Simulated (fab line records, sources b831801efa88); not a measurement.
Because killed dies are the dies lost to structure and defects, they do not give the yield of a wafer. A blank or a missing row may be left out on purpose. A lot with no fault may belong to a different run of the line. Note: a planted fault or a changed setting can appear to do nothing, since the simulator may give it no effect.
fab line records ; flow gf180mcu ; part 1 of 2: steps 1 to 25 of 34
record lots=5; wafers=15; last_day=34
route steps=602 shown MVSD@70 MVPSD@78 VT_IMPLANT@90
lots that met no fault: taken from a fault-free run of the same line
start_h: start of the lot's first displayed wafer, in hours after the record's first day ; wait_h: time in hours since the lot's previous step ; " unchanged from the row above ; L1.1+2: one row covering several wafers at once ; - either no value or no given start ; * or withheld: withheld ; < > ~ a bound
route shown NAME@n: names a module that has steps shown in the file, with the first one's number in the route ; usual: the fault-free wafers' mean and standard deviation ; same: alike in all rows ; chamber/n: place in a boat ; sites: per-site readings ; _std_site: the values' standard deviation ; _edge_site: the outer-site mean with the inner-site mean subtracted ; radius_mm: for every site, how far away it sits from the centre of the wafer ; mask NAME#n: copy n ; behind: tool/chamber where the wafer was last shaped ; hold: reason for holding the lot/hours on hold/outcome of the hold ; device: which transistor (n, p or np) failed to switch ; end of line: the route-end tests of the same wafers ; for a step that has no rows: nothing shown but its recipe ; killed: dies that structure and defects cost at the first sort, which is not the same as the wafer's yield ; map: a wafer's dies, x killed, . not, _ none there
set.NAME: the setting as run; set.NAME@STEP: as run at that earlier step ; model.NAME: the simulator's own value behind a step, which no gauge read
lots seen at some steps along the route; tables by step, rows by wafer
services: the hour from which a tool's chamber was out of use, counted from the record's first day as start_h (under 0 if before that day), plus the number of hours and why
## steps
# step GF_MVSD_EXPOSE_04
# recipe mask_id=MVSD; target_cd_nm=1000; na=0.6; source_shape=conventional; sigma_outer=0.6; dose_mj=260
lot.wafer;tool;chamber;start_h;wait_h;mask
L075.1+4+5;iline_stepper-02;0;-;-;MVSD#0
L084.3+4+6;iline_stepper-01;0;-;-;MVSD#0
L085.1+3+5;iline_stepper-01;0;-;-;MVSD#0
L086.3+5+6;iline_stepper-01;0;-;-;MVSD#0
L097.3+5+6;iline_stepper-02;0;-;-;MVSD#0
# step GF_MVSD_PEB_05
# recipe temp_c=115; time_s=withheld
# usual resist_line_temp_C=23.00/0.11
lot.wafer;tool;chamber;start_h;wait_h;resist_line_temp_C
L075.1;litho_track-02;0;-;-;22.95
L075.4;litho_track-02;0;-;-;23.17
L075.5;litho_track-02;0;-;-;22.96
L084.3;litho_track-02;0;-;-;22.94
L084.4;litho_track-02;0;-;-;22.95
L084.6;litho_track-02;0;-;-;22.78
L085.1;litho_track-02;0;-;-;23.19
L085.3;litho_track-02;0;-;-;23.20
L085.5;litho_track-02;0;-;-;23.15
L086.3;litho_track-01;0;-;-;22.86
L086.5;litho_track-01;0;-;-;22.79
L086.6;litho_track-01;0;-;-;22.83
L097.3;litho_track-01;0;-;-;22.75
L097.5;litho_track-01;0;-;-;22.83
L097.6;litho_track-01;0;-;-;22.78
# step GF_MVSD_DEVELOP_06
# recipe wall_angle_deg=90; develop_time_s=60; dev_temp_c=23
# usual developer_temp_C=23.03/0.093; resist_line_temp_C=23.00/0.093
lot.wafer;tool;chamber;start_h;wait_h;developer_temp_C;resist_line_temp_C
L075.1;litho_track-02;0;-;-;22.92;23.11
L075.4;litho_track-02;0;-;-;22.97;23.10
L075.5;litho_track-02;0;-;-;23.05;23.04
L084.3;litho_track-02;0;-;-;22.96;22.95
L084.4;litho_track-02;0;-;-;22.98;23.12
L084.6;litho_track-02;0;-;-;23.09;23.07
L085.1;litho_track-02;0;-;-;22.98;23.02
L085.3;litho_track-02;0;-;-;22.94;23.00
L085.5;litho_track-02;0;-;-;22.86;23.01
L086.3;litho_track-01;0;-;-;22.89;23.21
L086.5;litho_track-01;0;-;-;23.09;23.14
L086.6;litho_track-01;0;-;-;22.91;22.94
L097.3;litho_track-01;0;-;-;23.01;23.08
L097.5;litho_track-01;0;-;-;23.11;22.89
L097.6;litho_track-01;0;-;-;23.13;22.97
# step GF_MVSD_OVL_MEAS_07
# usual MVSD_OVL=-0.4/1.3
lot.wafer;tool;chamber;start_h;wait_h;MVSD_OVL[nm]
L075.1;overlay-02;-;87.64;-;-2.6
L075.4;overlay-02;-;87.64;-;-1.4
L075.5;overlay-02;-;87.64;-;-0.8
L084.3;overlay-02;-;139.80;-;-0.6
L084.4;overlay-02;-;139.80;-;-0.3
L084.6;overlay-02;-;139.80;-;0.2
L085.1;overlay-01;-;147.09;-;-2.3
L085.3;overlay-01;-;147.09;-;-2.4
L085.5;overlay-01;-;147.09;-;-1.1
L086.3;overlay-01;-;152.04;-;0.2
L086.5;overlay-01;-;152.04;-;1.3
L086.6;overlay-01;-;152.04;-;0.1
L097.3;overlay-01;-;221.54;-;0.1
L097.5;overlay-01;-;221.54;-;-0.6
L097.6;overlay-01;-;221.54;-;0.7
# step GF_MVSD_IMPLANT_08
# recipe species=P; energy_kev=400; dose_cm2=1.6e+13; tilt_deg=0
# usual end_station_pressure_torr=5.02e-06/2.4e-07
# same implant_ion_amu=31
lot.wafer;tool;chamber;start_h;wait_h;end_station_pressure_torr
L075.1;implanter-02;0;87.67;0.0;5e-06
L075.4;implanter-02;0;87.67;0.0;4.7e-06
L075.5;implanter-02;0;87.67;0.0;5.07e-06
L084.3;implanter-04;0;139.87;0.1;5.03e-06
L084.4;implanter-04;0;139.87;0.1;5.17e-06
L084.6;implanter-04;0;139.87;0.1;5.22e-06
L085.1;implanter-04;0;147.12;0.0;4.31e-06
L085.3;implanter-04;0;147.12;0.0;5.09e-06
L085.5;implanter-04;0;147.12;0.0;5.07e-06
L086.3;implanter-04;0;152.12;0.1;4.94e-06
L086.5;implanter-04;0;152.12;0.1;4.65e-06
L086.6;implanter-04;0;152.12;0.1;5.37e-06
L097.3;implanter-02;0;221.61;0.1;5.15e-06
L097.5;implanter-02;0;221.61;0.1;4.85e-06
L097.6;implanter-02;0;221.61;0.1;4.53e-06
# step GF_MVSD_IMPLANT_09
# recipe species=P; energy_kev=100; dose_cm2=5e+12; tilt_deg=0
# usual end_station_pressure_torr=5.01e-06/2.7e-07
# same implant_ion_amu=31
lot.wafer;tool;chamber;start_h;wait_h;end_station_pressure_torr
L075.1;implanter-02;0;87.82;0.1;5.31e-06
L075.4;implanter-02;0;87.82;0.1;4.97e-06
L075.5;implanter-02;0;87.82;0.1;5.59e-06
L084.3;implanter-04;0;140.02;0.1;5.06e-06
L084.4;implanter-04;0;140.02;0.1;4.56e-06
L084.6;implanter-04;0;140.02;0.1;5.29e-06
L085.1;implanter-04;0;147.27;0.1;4.98e-06
L085.3;implanter-04;0;147.27;0.1;4.88e-06
L085.5;implanter-04;0;147.27;0.1;4.67e-06
L086.3;implanter-04;0;152.27;0.1;5.27e-06
L086.5;implanter-04;0;152.27;0.1;4.78e-06
L086.6;implanter-04;0;152.27;0.1;5e-06
L097.3;implanter-02;0;221.76;0.1;5.43e-06
L097.5;implanter-02;0;221.76;0.1;4.93e-06
L097.6;implanter-02;0;221.76;0.1;5.32e-06
# step GF_MVSD_STRIP_10
# recipe chemistry=O2/N2; power_w=1400; pressure_mtorr=1500; platen_temp_c=250; o2_flow_sccm=3000; n2_flow_sccm=300; overash_fraction=0.5
# usual drypump_motor_current_A=5.7/0.49; heater_power_w=326/23; o2_flow_sccm=3000/9.2; oes_product_au=0.722/0.0051; strip_time_to_endpoint_s=37.00/0.11
lot.wafer;tool;chamber;start_h;wait_h;drypump_motor_current_A;heater_power_w;o2_flow_sccm;oes_product_au;rf_hours_counter_h;strip_time_to_endpoint_s
L075.1;plasma_asher-02;1;87.97;0.1;5.2;303;3016;0.723;28;37.05
L075.4;plasma_asher-02;1;87.97;0.1;5.2;310;3006;0.718;-;37.01
L075.5;plasma_asher-02;1;87.97;0.1;5.2;307;3003;0.715;-;37.03
L084.3;plasma_asher-01;1;140.16;0.1;6.1;347;3010;0.723;-;36.98
L084.4;plasma_asher-01;0;140.16;0.1;5.8;305;3007;0.715;-;37.06
L084.6;plasma_asher-01;0;140.16;0.1;5.8;305;2980;0.717;-;37.13
L085.1;plasma_asher-01;1;147.42;0.1;6.0;351;2990;0.718;3;36.88
L085.3;plasma_asher-01;0;147.42;0.1;5.8;309;3007;0.722;-;36.90
L085.5;plasma_asher-01;0;147.42;0.1;5.8;300;2995;0.715;-;36.95
L086.3;plasma_asher-02;1;152.40;0.1;5.2;312;2984;0.726;-;37.12
L086.5;plasma_asher-02;0;152.40;0.1;5.2;333;2998;0.730;-;37.18
L086.6;plasma_asher-02;1;152.40;0.1;5.2;303;2988;0.720;-;37.11
L097.3;plasma_asher-03;1;221.90;0.1;5.4;360;3002;0.725;-;36.89
L097.5;plasma_asher-03;1;221.90;0.1;5.4;355;3001;0.724;-;36.94
L097.6;plasma_asher-03;0;221.90;0.1;6.6;310;3022;0.715;-;36.90
# step GF_MVSD_TW_MEAS_11
# usual MVSD_TW=1582/13
lot.wafer;tool;chamber;start_h;wait_h;MVSD_TW
L075.1;film_metro-01;-;88.07;0.1;1563
L075.4;film_metro-01;-;88.07;0.1;1565
L075.5;film_metro-01;-;88.07;0.1;1569
L084.3;film_metro-01;-;140.24;0.1;1568
L084.4;film_metro-01;-;140.24;0.1;1564
L084.6;film_metro-01;-;140.24;0.1;1570
L085.1;film_metro-01;-;147.52;0.1;1558
L085.3;film_metro-01;-;147.52;0.1;1555
L085.5;film_metro-01;-;147.52;0.1;1570
L086.3;film_metro-01;-;152.49;0.1;1562
L086.5;film_metro-01;-;152.49;0.1;1556
L086.6;film_metro-01;-;152.49;0.1;1562
L097.3;film_metro-02;-;221.98;0.1;1590
L097.5;film_metro-02;-;221.98;0.1;1592
L097.6;film_metro-02;-;221.98;0.1;1586
# step GF_MVPSD_DEHYDRATE_00
# recipe temp_c=200; time_s=60
# usual resist_line_temp_C=23.01/0.11
lot.wafer;tool;chamber;start_h;wait_h;resist_line_temp_C
L075.1;litho_track-04;0;94.72;6.6;22.92
L075.4;litho_track-04;0;94.72;6.6;23.06
L075.5;litho_track-04;0;94.72;6.6;22.93
L084.3;litho_track-01;0;147.58;7.3;22.88
L084.4;litho_track-01;0;147.58;7.3;22.89
L084.6;litho_track-01;0;147.58;7.3;22.84
L085.1;litho_track-03;0;154.29;6.8;23.18
L085.3;litho_track-03;0;154.29;6.8;23.22
L085.5;litho_track-03;0;154.29;6.8;23.09
L086.3;litho_track-04;0;159.32;6.8;22.93
L086.5;litho_track-04;0;159.32;6.8;22.93
L086.6;litho_track-04;0;159.32;6.8;22.98
L097.3;litho_track-01;0;230.33;8.3;23.02
L097.5;litho_track-01;0;230.33;8.3;23.05
L097.6;litho_track-01;0;230.33;8.3;23.06
# step GF_MVPSD_HMDS_01
# recipe prime_time_s=60; prime_temp_c=120
# usual resist_line_temp_C=23.01/0.12
lot.wafer;tool;chamber;start_h;wait_h;resist_line_temp_C
L075.1;litho_track-04;0;94.87;0.1;23.00
L075.4;litho_track-04;0;94.87;0.1;23.07
L075.5;litho_track-04;0;94.87;0.1;22.93
L084.3;litho_track-01;0;147.73;0.1;23.12
L084.4;litho_track-01;0;147.73;0.1;23.05
L084.6;litho_track-01;0;147.73;0.1;22.98
L085.1;litho_track-03;0;154.44;0.1;23.22
L085.3;litho_track-03;0;154.44;0.1;23.09
L085.5;litho_track-03;0;154.44;0.1;23.14
L086.3;litho_track-04;0;159.47;0.1;23.12
L086.5;litho_track-04;0;159.47;0.1;23.12
L086.6;litho_track-04;0;159.47;0.1;23.12
L097.3;litho_track-01;0;230.48;0.1;23.08
L097.5;litho_track-01;0;230.48;0.1;22.83
L097.6;litho_track-01;0;230.48;0.1;23.07
# step GF_MVPSD_COAT_02
# recipe spin_rpm=2000; resist_thk_nm=3000
# usual resist_line_temp_C=22.99/0.096
lot.wafer;tool;chamber;start_h;wait_h;resist_line_temp_C
L075.1;litho_track-04;0;95.02;0.1;22.88
L075.4;litho_track-04;0;95.02;0.1;22.95
L075.5;litho_track-04;0;95.02;0.1;22.83
L084.3;litho_track-01;0;147.88;0.1;22.92
L084.4;litho_track-01;0;147.88;0.1;23.05
L084.6;litho_track-01;0;147.88;0.1;23.03
L085.1;litho_track-03;0;154.59;0.1;22.87
L085.3;litho_track-03;0;154.59;0.1;23.11
L085.5;litho_track-03;0;154.59;0.1;23.15
L086.3;litho_track-04;0;159.62;0.1;23.06
L086.5;litho_track-04;0;159.62;0.1;23.03
L086.6;litho_track-04;0;159.62;0.1;23.01
L097.3;litho_track-01;0;230.63;0.1;23.04
L097.5;litho_track-01;0;230.63;0.1;23.05
L097.6;litho_track-01;0;230.63;0.1;23.03
# step GF_MVPSD_SOFTBAKE_03
# recipe temp_c=110; time_s=withheld
# usual resist_line_temp_C=23.00/0.11
lot.wafer;tool;chamber;start_h;wait_h;resist_line_temp_C
L075.1;litho_track-04;0;95.17;0.1;22.98
L075.4;litho_track-04;0;95.17;0.1;23.11
L075.5;litho_track-04;0;95.17;0.1;23.10
L084.3;litho_track-01;0;148.05;0.1;23.05
L084.4;litho_track-01;0;148.05;0.1;23.05
L084.6;litho_track-01;0;148.05;0.1;22.86
L085.1;litho_track-03;0;154.74;0.1;23.10
L085.3;litho_track-03;0;154.74;0.1;22.90
L085.5;litho_track-03;0;154.74;0.1;22.90
L086.3;litho_track-04;0;159.79;0.1;22.82
L086.5;litho_track-04;0;159.79;0.1;23.05
L086.6;litho_track-04;0;159.79;0.1;23.01
L097.3;litho_track-01;0;230.79;0.1;23.03
L097.5;litho_track-01;0;230.79;0.1;23.11
L097.6;litho_track-01;0;230.79;0.1;23.31
# step GF_MVPSD_EXPOSE_04
# recipe mask_id=MVPSD; target_cd_nm=1000; na=0.6; source_shape=conventional; sigma_outer=0.6; dose_mj=260
lot.wafer;tool;chamber;start_h;wait_h;mask
L075.1+4+5;iline_stepper-01;0;-;-;MVPSD#0
L084.3+4+6;iline_stepper-01;0;-;-;MVPSD#0
L085.1+3+5;iline_stepper-02;0;-;-;MVPSD#0
L086.3+5+6;iline_stepper-01;0;-;-;MVPSD#0
L097.3+5+6;iline_stepper-01;0;-;-;MVPSD#0
# step GF_MVPSD_PEB_05
# recipe temp_c=115; time_s=withheld
# usual resist_line_temp_C=22.98/0.082
lot.wafer;tool;chamber;start_h;wait_h;resist_line_temp_C
L075.1;litho_track-04;0;-;-;22.95
L075.4;litho_track-04;0;-;-;22.93
L075.5;litho_track-04;0;-;-;23.00
L084.3;litho_track-03;0;-;-;22.94
L084.4;litho_track-03;0;-;-;22.79
L084.6;litho_track-03;0;-;-;22.93
L085.1;litho_track-03;0;-;-;23.00
L085.3;litho_track-03;0;-;-;22.92
L085.5;litho_track-03;0;-;-;23.02
L086.3;litho_track-03;0;-;-;23.05
L086.5;litho_track-03;0;-;-;23.06
L086.6;litho_track-03;0;-;-;22.99
L097.3;litho_track-01;0;-;-;23.18
L097.5;litho_track-01;0;-;-;22.94
L097.6;litho_track-01;0;-;-;23.01
# step GF_MVPSD_DEVELOP_06
# recipe wall_angle_deg=90; develop_time_s=60; dev_temp_c=23
# usual developer_temp_C=23.00/0.098; resist_line_temp_C=23.01/0.11
lot.wafer;tool;chamber;start_h;wait_h;developer_temp_C;resist_line_temp_C
L075.1;litho_track-04;0;-;-;22.97;23.03
L075.4;litho_track-04;0;-;-;23.29;23.01
L075.5;litho_track-04;0;-;-;23.33;23.09
L084.3;litho_track-03;0;-;-;23.02;23.20
L084.4;litho_track-03;0;-;-;23.13;23.08
L084.6;litho_track-03;0;-;-;22.98;22.89
L085.1;litho_track-03;0;-;-;23.06;23.04
L085.3;litho_track-03;0;-;-;23.04;23.02
L085.5;litho_track-03;0;-;-;23.09;23.02
L086.3;litho_track-03;0;-;-;22.96;22.85
L086.5;litho_track-03;0;-;-;23.02;22.78
L086.6;litho_track-03;0;-;-;23.00;22.93
L097.3;litho_track-01;0;-;-;23.00;22.88
L097.5;litho_track-01;0;-;-;23.09;22.81
L097.6;litho_track-01;0;-;-;22.96;22.86
# step GF_MVPSD_OVL_MEAS_07
# usual MVPSD_OVL=-0.6/1.4
lot.wafer;tool;chamber;start_h;wait_h;MVPSD_OVL[nm]
L075.1;overlay-01;-;102.62;-;0.3
L075.4;overlay-01;-;102.62;-;-0.5
L075.5;overlay-01;-;102.62;-;0.5
L084.3;overlay-02;-;156.65;-;-3.9
L084.4;overlay-02;-;156.65;-;-2.9
L084.6;overlay-02;-;156.65;-;-2.2
L085.1;overlay-02;-;162.99;-;-1.3
L085.3;overlay-02;-;162.99;-;-0.6
L085.5;overlay-02;-;162.99;-;-1.2
L086.3;overlay-02;-;168.40;-;-1.9
L086.5;overlay-02;-;168.40;-;-1.2
L086.6;overlay-02;-;168.40;-;-0.6
L097.3;overlay-02;-;239.84;-;-1.6
L097.5;overlay-02;-;239.84;-;-2.0
L097.6;overlay-02;-;239.84;-;-1.3
# step GF_MVPSD_IMPLANT_08
# recipe species=B; energy_kev=170; dose_cm2=1.5e+13; tilt_deg=0
# usual end_station_pressure_torr=5.02e-06/2.6e-07
# same implant_ion_amu=11
lot.wafer;tool;chamber;start_h;wait_h;end_station_pressure_torr
L075.1;implanter-02;0;102.66;0.0;4.82e-06
L075.4;implanter-02;0;102.66;0.0;4.72e-06
L075.5;implanter-02;0;102.66;0.0;5.41e-06
L084.3;implanter-03;0;156.72;0.1;5.37e-06
L084.4;implanter-03;0;156.72;0.1;5.12e-06
L084.6;implanter-03;0;156.72;0.1;5.66e-06
L085.1;implanter-02;0;163.02;0.0;5.07e-06
L085.3;implanter-02;0;163.02;0.0;5.18e-06
L085.5;implanter-02;0;163.02;0.0;5.14e-06
L086.3;implanter-03;0;168.47;0.1;4.7e-06
L086.5;implanter-03;0;168.47;0.1;5.34e-06
L086.6;implanter-03;0;168.47;0.1;4.86e-06
L097.3;implanter-03;0;239.91;0.1;5.53e-06
L097.5;implanter-03;0;239.91;0.1;5.01e-06
L097.6;implanter-03;0;239.91;0.1;5.28e-06
# step GF_MVPSD_IMPLANT_09
# recipe species=B; energy_kev=40; dose_cm2=5e+12; tilt_deg=0
# usual end_station_pressure_torr=5.02e-06/2.9e-07
# same implant_ion_amu=11
lot.wafer;tool;chamber;start_h;wait_h;end_station_pressure_torr
L075.1;implanter-02;0;102.81;0.1;5.24e-06
L075.4;implanter-02;0;102.81;0.1;4.64e-06
L075.5;implanter-02;0;102.81;0.1;5.12e-06
L084.3;implanter-03;0;156.87;0.1;5.03e-06
L084.4;implanter-03;0;156.87;0.1;5.21e-06
L084.6;implanter-03;0;156.87;0.1;5.32e-06
L085.1;implanter-02;0;163.17;0.1;4.69e-06
L085.3;implanter-02;0;163.17;0.1;5.33e-06
L085.5;implanter-02;0;163.17;0.1;4.57e-06
L086.3;implanter-03;0;168.62;0.1;4.44e-06
L086.5;implanter-03;0;168.62;0.1;5.25e-06
L086.6;implanter-03;0;168.62;0.1;4.7e-06
L097.3;implanter-03;0;240.06;0.1;5.06e-06
L097.5;implanter-03;0;240.06;0.1;5.22e-06
L097.6;implanter-03;0;240.06;0.1;4.76e-06
# step GF_MVPSD_STRIP_10
# recipe chemistry=O2/N2; power_w=1400; pressure_mtorr=1500; platen_temp_c=250; o2_flow_sccm=3000; n2_flow_sccm=300; overash_fraction=0.5
# usual drypump_motor_current_A=5.4/0.43; heater_power_w=332/23; o2_flow_sccm=2999/8.9; oes_product_au=0.722/0.0043; strip_time_to_endpoint_s=36.97/0.094
lot.wafer;tool;chamber;start_h;wait_h;drypump_motor_current_A;heater_power_w;o2_flow_sccm;oes_product_au;rf_hours_counter_h;strip_time_to_endpoint_s
L075.1;plasma_asher-02;0;102.96;0.1;5.2;331;3007;0.722;29;36.94
L075.4;plasma_asher-02;1;102.96;0.1;5.2;312;2993;0.722;-;36.95
L075.5;plasma_asher-02;0;102.96;0.1;5.2;334;2993;0.718;-;36.87
L084.3;plasma_asher-02;1;157.01;0.1;5.2;303;3001;0.726;-;37.01
L084.4;plasma_asher-02;0;157.01;0.1;5.2;337;3013;0.725;-;37.09
L084.6;plasma_asher-02;1;157.01;0.1;5.2;305;2997;0.722;-;37.01
L085.1;plasma_asher-02;1;163.32;0.1;5.2;314;3000;0.735;35;37.00
L085.3;plasma_asher-02;0;163.32;0.1;5.2;330;2990;0.727;-;37.02
L085.5;plasma_asher-02;1;163.32;0.1;5.2;306;3001;0.727;-;37.03
L086.3;plasma_asher-04;0;168.76;0.1;5.3;336;3003;0.716;-;36.93
L086.5;plasma_asher-04;0;168.76;0.1;5.3;350;3006;0.723;-;36.92
L086.6;plasma_asher-04;1;168.76;0.1;5.3;361;2985;0.724;-;36.93
L097.3;plasma_asher-03;1;240.20;0.1;5.3;359;3002;0.720;-;37.11
L097.5;plasma_asher-03;1;240.20;0.1;5.4;359;2995;0.716;-;36.88
L097.6;plasma_asher-03;0;240.20;0.1;6.6;311;3002;0.715;-;37.03
# step GF_MVPSD_TW_MEAS_11
# usual MVPSD_TW=555/5.2
lot.wafer;tool;chamber;start_h;wait_h;MVPSD_TW
L075.1;film_metro-04;-;103.06;0.1;563
L075.4;film_metro-04;-;103.06;0.1;562
L075.5;film_metro-04;-;103.06;0.1;561
L084.3;film_metro-04;-;157.09;0.1;556
L084.4;film_metro-04;-;157.09;0.1;559
L084.6;film_metro-04;-;157.09;0.1;559
L085.1;film_metro-01;-;163.42;0.1;550
L085.3;film_metro-01;-;163.42;0.1;547
L085.5;film_metro-01;-;163.42;0.1;546
L086.3;film_metro-02;-;168.84;0.1;559
L086.5;film_metro-02;-;168.84;0.1;560
L086.6;film_metro-02;-;168.84;0.1;559
L097.3;film_metro-01;-;240.28;0.1;550
L097.5;film_metro-01;-;240.28;0.1;547
L097.6;film_metro-01;-;240.28;0.1;547
# step GF_VT_IMPLANT_DEHYDRATE_00
# recipe temp_c=200; time_s=60
# usual resist_line_temp_C=23.00/0.1
lot.wafer;tool;chamber;start_h;wait_h;resist_line_temp_C
L075.1;litho_track-01;0;109.68;6.6;22.98
L075.4;litho_track-01;0;109.68;6.6;23.02
L075.5;litho_track-01;0;109.68;6.6;22.93
L084.3;litho_track-02;0;164.19;7.1;22.95
L084.4;litho_track-02;0;164.19;7.1;22.93
L084.6;litho_track-02;0;164.19;7.1;23.00
L085.1;litho_track-04;0;170.97;7.5;22.96
L085.3;litho_track-04;0;170.97;7.5;23.01
L085.5;litho_track-04;0;170.97;7.5;22.98
L086.3;litho_track-04;0;176.27;7.4;22.85
L086.5;litho_track-04;0;176.27;7.4;22.81
L086.6;litho_track-04;0;176.27;7.4;23.04
L097.3;litho_track-04;0;249.07;8.8;23.02
L097.5;litho_track-04;0;249.07;8.8;23.05
L097.6;litho_track-04;0;249.07;8.8;23.21
# step GF_VT_IMPLANT_HMDS_01
# recipe prime_time_s=60; prime_temp_c=120
# usual resist_line_temp_C=23.02/0.11
lot.wafer;tool;chamber;start_h;wait_h;resist_line_temp_C
L075.1;litho_track-01;0;109.83;0.1;23.05
L075.4;litho_track-01;0;109.83;0.1;22.96
L075.5;litho_track-01;0;109.83;0.1;23.10
L084.3;litho_track-02;0;164.34;0.1;22.90
L084.4;litho_track-02;0;164.34;0.1;23.09
L084.6;litho_track-02;0;164.34;0.1;22.89
L085.1;litho_track-04;0;171.12;0.1;23.08
L085.3;litho_track-04;0;171.12;0.1;23.22
L085.5;litho_track-04;0;171.12;0.1;23.01
L086.3;litho_track-04;0;176.42;0.1;23.02
L086.5;litho_track-04;0;176.42;0.1;23.07
L086.6;litho_track-04;0;176.42;0.1;23.08
L097.3;litho_track-04;0;249.22;0.1;23.02
L097.5;litho_track-04;0;249.22;0.1;22.97
L097.6;litho_track-04;0;249.22;0.1;23.12
# step GF_VT_IMPLANT_COAT_02
# recipe resist=NOVOLAK; spin_rpm=3000; resist_thk_nm=1000
# usual resist_line_temp_C=23.01/0.095
lot.wafer;tool;chamber;start_h;wait_h;resist_line_temp_C
L075.1;litho_track-01;0;109.98;0.1;23.11
L075.4;litho_track-01;0;109.98;0.1;22.94
L075.5;litho_track-01;0;109.98;0.1;23.14
L084.3;litho_track-02;0;164.49;0.1;23.01
L084.4;litho_track-02;0;164.49;0.1;22.98
L084.6;litho_track-02;0;164.49;0.1;22.89
L085.1;litho_track-04;0;171.27;0.1;22.96
L085.3;litho_track-04;0;171.27;0.1;22.92
L085.5;litho_track-04;0;171.27;0.1;23.00
L086.3;litho_track-04;0;176.57;0.1;23.07
L086.5;litho_track-04;0;176.57;0.1;23.00
L086.6;litho_track-04;0;176.57;0.1;22.87
L097.3;litho_track-04;0;249.37;0.1;23.08
L097.5;litho_track-04;0;249.37;0.1;23.14
L097.6;litho_track-04;0;249.37;0.1;22.92
# step GF_VT_IMPLANT_SOFTBAKE_03
# recipe temp_c=90; time_s=60; resist=NOVOLAK
# usual resist_line_temp_C=22.99/0.1
lot.wafer;tool;chamber;start_h;wait_h;resist_line_temp_C
L075.1;litho_track-01;0;110.13;0.1;22.90
L075.4;litho_track-01;0;110.13;0.1;22.89
L075.5;litho_track-01;0;110.13;0.1;22.98
L084.3;litho_track-02;0;164.64;0.1;23.00
L084.4;litho_track-02;0;164.64;0.1;22.95
L084.6;litho_track-02;0;164.64;0.1;22.94
L085.1;litho_track-04;0;171.42;0.1;23.13
L085.3;litho_track-04;0;171.42;0.1;23.08
L085.5;litho_track-04;0;171.42;0.1;23.18
L086.3;litho_track-04;0;176.72;0.1;22.96
L086.5;litho_track-04;0;176.72;0.1;22.91
L086.6;litho_track-04;0;176.72;0.1;22.84
L097.3;litho_track-04;0;249.52;0.1;22.95
L097.5;litho_track-04;0;249.52;0.1;22.98
L097.6;litho_track-04;0;249.52;0.1;23.06
# step GF_VT_IMPLANT_EXPOSE_04
# recipe mask_id=LVPWELL_LV_AREA; target_cd_nm=600; na=0.6; source_shape=conventional; sigma_outer=0.6; dose_mj=140
lot.wafer;tool;chamber;start_h;wait_h;mask
L075.1+4+5;iline_stepper-02;0;-;-;LVPWELL_LV_AREA#0
L084.3+4+6;iline_stepper-02;0;-;-;LVPWELL_LV_AREA#0
L085.1+3+5;iline_stepper-02;0;-;-;LVPWELL_LV_AREA#0
L086.3+5+6;iline_stepper-01;0;-;-;LVPWELL_LV_AREA#0
L097.3+5+6;iline_stepper-01;0;-;-;LVPWELL_LV_AREA#0
